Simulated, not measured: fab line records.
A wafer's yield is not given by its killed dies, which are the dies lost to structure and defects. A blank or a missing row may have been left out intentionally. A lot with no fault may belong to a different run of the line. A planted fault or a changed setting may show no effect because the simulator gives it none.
A lot that was struck, set against a sound lot / flow sky130 / 14 steps out of a route of 708
Sound: these wafers, L940.2, L940.4, L940.5. The struck wafers were L943.1, L943.2, L943.4. The cause is given at the end.
At each step with rows: each side's tool, then ch and its chambers, then its first start. Under that, the readings that differ: sound wafers / struck wafers / difference of the means / sigmas: that difference in standard deviations of wafers without a fault.
alike: readings with means less than 2 such deviations apart, plus words and numbers identical on both sides. not compared: withheld readings, readings lacking a value on some wafer, bounds such as >300 that could conceal the same value, and numbers that have no deviation in the record and whose values overlap.
The two part at a step that has a row with sigmas, a row that says differs or no value, or rows on one side only. Numbers that have no deviation but don't overlap get no sigmas and don't part them. A reading missing from all wafers of one side parts the sides only when that side holds two or more wafers.

first, 2 steps without rows for these wafers: SKY_SALICIDE_CLEAN_00 (cleans in HF-last, time 30 s); SKY_LI_CONTACT_HDPCVD_00 (deposits PSG, target thk 930 nm, time 155 s).
SKY_LI_CONTACT_THK_MEAS_01:
  sound: film metro-04 at day 31 03:23; struck: film metro-04 at day 32 09:40
reading=LI_CONTACT_HDPCVD_THK (nm); sound=947 946 945; struck=917 918 911; difference=-31; sigmas=-3
SKY_LI_CONTACT_CMP_02: polishes PSG.
  sound on cmp-01 ch 1,2,3, day 31 03:29; struck on cmp-02 ch 1,2,3, day 32 09:44
  alike: motor current A, time to endpoint s
SKY_LI_CONTACT_BOW_MEAS_03:
  sound: film metro-01 at day 31 03:46; struck: film metro-02 at day 32 10:02
  alike: LI_CONTACT_BOW
then, 7 steps without rows for these wafers: SKY_LI_CONTACT_DEHYDRATE_04 (time 60 s); SKY_LI_CONTACT_HMDS_05 (prime time 60 s); SKY_LI_CONTACT_COAT_06 (resist thk 60 nm); SKY_LI_CONTACT_COAT_07 (resist thk 450 nm); SKY_LI_CONTACT_SOFTBAKE_08 (time 90 s); SKY_LI_CONTACT_EXPOSE_09 (exposes mask LICM1, target cd 170 nm); SKY_LI_CONTACT_PEB_10.
SKY_LI_CONTACT_DEVELOP_11: develop time 60 s.
  struck on litho track-01, day 33 12:00; sound on litho track-03 ch 0, day 32 07:00
  no value came back on the struck wafers for chill plate temp C (C), develop time s (s), developer temp C (C); on the sound wafers chill plate temp C (C) reads 23.14 23.33 23.25
reading=model.KrF-thick_of_LI_CONTACT_COAT_07.thk nm (nm); sound=436.3 434.9 436; struck=449.9 450.5 449.3; difference=+14.2; sigmas=
SKY_LI_CONTACT_CD_MEAS_12: target cd 170 nm.
  sound: cd sem-02 at day 32 07:25; struck: cd sem-02 at day 33 12:40
reading=cd nm (nm); sound=170.0 168.8 168.7; struck=- - -; difference=no value on the struck wafers; sigmas=

== WHERE THEY PART ==
Last at SKY_LI_CONTACT_CD_MEAS_12 as far as this record goes, first at SKY_LI_CONTACT_THK_MEAS_01.

WHY: what had been put in by the simulator
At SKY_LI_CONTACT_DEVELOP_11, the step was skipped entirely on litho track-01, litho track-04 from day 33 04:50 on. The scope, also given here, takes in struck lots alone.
